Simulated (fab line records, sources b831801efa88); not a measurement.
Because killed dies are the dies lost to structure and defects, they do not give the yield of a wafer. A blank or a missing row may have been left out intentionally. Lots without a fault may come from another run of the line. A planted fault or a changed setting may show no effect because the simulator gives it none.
A single fault, viewed from 2 desks :: flow sfq-line :: what lay behind the numbers comes last; until then each desk has only its own

TOOL OWNER'S DESK, pvd-sputter-03
The tool's own readings at SFQ_TRILAYER_M0_DEP_SPUTTER_019 (material Nb, target thk 200 nm, time 133.3 s): means of the sampled wafers that have a number, for each lot that ran on this tool. A lot is out of limits, marked OUT, if its mean lies more than 4 standard deviations from the usual mean; the brackets give that distance.
Columns: A = throttle-valve-pct at SFQ_TRILAYER_M0_DEP_SPUTTER_019, usual 30.1 %
lot: L253
first seen here: day 5 00:05
A: 29.7

lot: L257
first seen here: day 9 05:27
A: 30.3

lot: L263
first seen here: day 11 01:48
A: 29.8

lot: L265
first seen here: day 11 17:57
A: 30.2
This desk's finding: nothing out of limits on any of the 4 lots.

AT THE METROLOGY DESK
What the gauges read for every lot (on any tool): the sampled wafers with a number, averaged. A lot is out of limits, marked OUT, if its mean lies more than 4 standard deviations from the usual mean; the brackets give that distance.
Columns: A = M0_NB_RS at SFQ_M0_RS_MEAS_904, usual 0.884 ohm/sq
lot: L252
first seen here: day 4 22:59
A: 0.885

lot: L253
first seen here: day 5 00:13
A: 0.883

lot: L254
first seen here: day 7 17:20
A: 0.891

lot: L255
first seen here: day 8 10:22
A: 0.903

lot: L256
first seen here: day 8 23:35
A: 0.884

lot: L257
first seen here: day 9 05:36
A: 0.877

lot: L258
first seen here: day 9 10:23
A: 0.888

lot: L263
first seen here: day 11 01:53
A: 0.934 (+4.5) OUT

lot: L265
first seen here: day 11 18:02
A: 0.974 (+8.2) OUT

lot: L268
first seen here: day 12 16:52
A: 0.873

lot: L270
first seen here: day 13 07:09
A: 0.887

lot: L273
first seen here: day 14 03:33
A: 0.875

lot: L274
first seen here: day 14 08:22
A: 0.874

lot: L275
first seen here: day 14 17:58
A: 0.884
This desk reports L263, L265 out of limits; the earliest was L263 at day 11 01:53 (M0_NB_RS at SFQ_M0_RS_MEAS_904). L252, L253, L254, L255, L256, L257, L258, L268, L270, L273, L274, L275: within limits.

ALL TOGETHER
On L263, L265, the metrology desk was in a position to raise an alarm at day 11 01:53.
Nothing out of limits was seen by the tool owner's desk.
On record at the tool owner's desk: L263, L265, within its limits.
On pvd-sputter-03, each named lot ran SFQ_TRILAYER_M0_DEP_SPUTTER_019.

WHAT THE SIMULATOR HAD INSERTED
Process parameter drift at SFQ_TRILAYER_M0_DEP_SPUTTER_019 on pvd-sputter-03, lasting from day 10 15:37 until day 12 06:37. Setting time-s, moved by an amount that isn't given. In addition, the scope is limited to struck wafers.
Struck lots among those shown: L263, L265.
Delay in hours, fault start to first out-of-limits reading, per desk: metrology desk 10.
